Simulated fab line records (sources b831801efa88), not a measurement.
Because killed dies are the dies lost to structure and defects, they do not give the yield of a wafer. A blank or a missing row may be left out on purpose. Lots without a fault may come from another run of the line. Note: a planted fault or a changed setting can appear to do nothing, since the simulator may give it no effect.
Which tool is to blame? | flow gf180mcu | 14 lots, 42 wafers sampled, at 3 steps of a route of 602

WHAT EACH GAUGE READ, for each wafer
GF_M1_CD_MEAS_14: the cd target is 230 nm. Usual: cdNm at 230.0 nm, with a standard deviation of 1.
lot  | measured     | on       | cdNm (nm)         | flag
L417 | day 17 01:13 | cdSem-01 | 228.6 228.9 227.9 | 
L419 | day 17 22:13 | cdSem-02 | 230.5 230.8 231.5 | 
L420 | day 18 00:11 | cdSem-01 | 229.5 229.2 229.7 | 
L421 | day 18 17:01 | cdSem-02 | 229.3 227.6 228.5 | 
L425 | day 20 02:53 | cdSem-01 | 228.8 229.5 230.0 | 
L426 | day 20 13:38 | cdSem-01 | 229.4 230.5 229.5 | 
L428 | day 21 09:13 | cdSem-01 | 230.2 228.5 230.7 | 
L429 | day 21 19:48 | cdSem-01 | 229.8 229.7 229.7 | 
L430 | day 22 01:22 | cdSem-02 | 230.9 232.5 230.1 | 
L431 | day 22 08:03 | cdSem-02 | 229.1 229.3 228.8 | 
L437 | day 24 07:46 | cdSem-02 | 231.8 230.3 231.7 | 
L438 | day 24 13:08 | cdSem-01 | 230.8 231.0 230.8 | 
L439 | day 24 21:13 | cdSem-02 | 228.8 229.7 229.8 | 
L440 | day 25 01:52 | cdSem-02 | 227.9 229.3 229.8 | 

TOOL THAT RAN EACH LOT (tool first, then ch and the chambers of the sampled wafers, then the start)
lot  | GF_HV_LDD_IMPLANT_35            | GF_M1_SPUTTER_03
L417 | implanter-01 ch 0, day 11 13:46 | pvdSputter-03, day 16 02:47
L419 | implanter-01 ch 0, day 12 06:01 | pvdSputter-03, day 16 22:20
L420 | implanter-01 ch 0, day 12 09:35 | pvdSputter-01, day 17 00:28
L421 | implanter-01 ch 0, day 12 21:34 | pvdSputter-03, day 17 17:19
L425 | implanter-03 ch 0, day 14 02:59 | pvdSputter-02, day 19 02:20
L426 | implanter-03 ch 0, day 14 10:59 | pvdSputter-01, day 19 12:52
L428 | implanter-02 ch 0, day 15 07:04 | pvdSputter-01, day 20 10:02
L429 | implanter-03 ch 0, day 15 14:16 | pvdSputter-01, day 20 19:28
L430 | implanter-02 ch 0, day 15 19:35 | pvdSputter-03, day 21 01:05
L431 | implanter-03 ch 0, day 16 02:56 | pvdSputter-01, day 21 08:25
L437 | implanter-02 ch 0, day 18 03:04 | pvdSputter-02, day 23 09:28
L438 | implanter-02 ch 0, day 18 07:37 | pvdSputter-02, day 23 14:31
L439 | implanter-01 ch 0, day 18 16:11 | pvdSputter-01, day 23 22:46
L440 | implanter-01 ch 0, day 18 22:14 | pvdSputter-01, day 24 03:25
- GF_HV_LDD_IMPLANT_35
- GF_M1_SPUTTER_03: material Ti, target thk 10 nm, time 6.7 s.

AS READ BY THE TOOLS THEMSELVES (means over the sampled wafers that have a number; for cases with no such wafer, the mark the record gives instead)
GF_HV_LDD_IMPLANT_35. Usual: beamOnS 9.98 s, standard deviation 0.22; rotationDeg 180.00 degrees, standard deviation 0.046.
lot  | tool         | beamOnS (s) | rotationDeg (degrees) | flag
L417 | implanter-01 | 10.05       | 179.99                | 
L419 | implanter-01 | 9.94        | 179.93                | 
L420 | implanter-01 | 9.84        | 179.96                | 
L421 | implanter-01 | 9.67        | 179.98                | 
L425 | implanter-03 | 10.04       | 180.03                | 
L426 | implanter-03 | 10.07       | 180.03                | 
L428 | implanter-02 | 10.22       | 180.04                | 
L429 | implanter-03 | 10.00       | 281.78                | OFF
L430 | implanter-02 | 9.97        | 179.99                | 
L431 | implanter-03 | 9.80        | 281.84                | OFF
L437 | implanter-02 | 9.92        | 179.97                | 
L438 | implanter-02 | 9.94        | 179.98                | 
L439 | implanter-01 | 9.87        | 179.98                | 
L440 | implanter-01 | 10.09       | 179.97                | 

GF_M1_SPUTTER_03. Usual: throttleValvePct at 29.8 %, with a standard deviation of 1.2.
lot  | tool          | throttleValvePct (%) | flag
L417 | pvdSputter-03 | 29.9                 | 
L419 | pvdSputter-03 | 30.5                 | 
L420 | pvdSputter-01 | 30.0                 | 
L421 | pvdSputter-03 | 29.4                 | 
L425 | pvdSputter-02 | 30.3                 | 
L426 | pvdSputter-01 | 28.6                 | 
L428 | pvdSputter-01 | 28.0                 | 
L429 | pvdSputter-01 | 28.8                 | 
L430 | pvdSputter-03 | 31.1                 | 
L431 | pvdSputter-01 | 28.6                 | 
L437 | pvdSputter-02 | 30.1                 | 
L438 | pvdSputter-02 | 30.3                 | 
L439 | pvdSputter-01 | 29.9                 | 
L440 | pvdSputter-01 | 31.0                 | 

THE ANSWER, worked out from the rows above alone
Rule: lot off if the mean of its wafers having a number is beyond 3 standard deviations from the usual mean. Also off: a lot with no number at a reading for which 4 or more lots have one. Any other lot the step has rows for is counted as sound. The gauges are gone through in route order, then the tools' own readings, and for those a lot's mean is taken as printed above. The first step at which some lot is off is used, and at that step the reading that is off furthest; a lot without a number counts as furthest.
Off at GF_HV_LDD_IMPLANT_35 (rotationDeg): L429, L431.
If a tool, at that step or one of the process steps before it, ran each lot that is off and ran no sound lot following the first of them, it fits. One fits: GF_HV_LDD_IMPLANT_35 on implanter-03. A fault onset in the window from L426 (day 14 10:59, its last sound lot) to L429 (day 15 14:16, its first lot off) fits.
The tool's own readings at GF_HV_LDD_IMPLANT_35 bear it out: on the lots that are off they differ by more than 5 times the standard deviation of the sound lots' means. rotationDeg reads 281.81 degrees there against 179.99 degrees on the sound lots.

WHAT THE SIMULATOR HAD INSERTED
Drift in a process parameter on implanter-03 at GF_HV_LDD_IMPLANT_35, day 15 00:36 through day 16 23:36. Setting rotationDeg shifted by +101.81 from 180. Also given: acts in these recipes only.
Shown lots that were struck: L429, L431. This agrees with what the rule above found.
